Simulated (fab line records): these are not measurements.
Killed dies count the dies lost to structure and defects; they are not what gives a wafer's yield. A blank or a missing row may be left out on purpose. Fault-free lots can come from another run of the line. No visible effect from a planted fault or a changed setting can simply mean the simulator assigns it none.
One fault through the eyes of 2 desks    flow gf180mcu    each desk has only its own numbers; what lay behind them comes last

METROLOGY DESK
What the gauges read, lot by lot, whatever tool the lot ran on: means of the sampled wafers that have a number. Marked OUT: a lot whose mean sits more than 4 standard deviations from the usual mean, which makes it out of limits; the brackets give that distance.
Columns: A = DUAL_GATE_OXIDATION_00_THK at GF_DUAL_GATE_THK_MEAS_03, usual 10.93 nm; B = DUAL_GATE_OVL at GF_DUAL_GATE_OVL_MEAS_11, usual -0.2 nm
lot   first seen here  A      B
L116  day 7 21:51      10.91  -1.2
L117  day 8 06:01      11.15  0.3
L122  day 9 13:53      10.80  -0.2
L123  day 9 21:47      10.69  -0.0
L134  day 13 01:50     10.81  0.6
L135  day 13 06:38     11.04  -1.4
This desk's verdict: no lot among the 6 shows anything out of limits.

FOR THE TOOL OWNER'S DESK: furnace-02
The tool's own readings at GF_DUAL_GATE_OXIDATION_15 (stabilise 600 s, purge 300 s, target thk 7.098 nm): means of the sampled wafers that have a number, for each lot that ran on this tool. Marked OUT: a lot whose mean sits more than 4 standard deviations from the usual mean, which makes it out of limits; the brackets give that distance.
Columns: A = spike_tc_bottom_C at GF_DUAL_GATE_OXIDATION_15, usual 870 C
lot   first seen here  A
L116  day 8 13:49      867
L123  day 10 15:47     867
L134  day 13 23:25     867
L135  day 14 03:24     866
This desk's verdict: no lot among the 4 shows anything out of limits.

BROUGHT TOGETHER
At the metrology desk, nothing out of limits was observed.
The tool owner's desk saw nothing out of limits.

WHAT HAD BEEN PUT IN BY THE SIMULATOR
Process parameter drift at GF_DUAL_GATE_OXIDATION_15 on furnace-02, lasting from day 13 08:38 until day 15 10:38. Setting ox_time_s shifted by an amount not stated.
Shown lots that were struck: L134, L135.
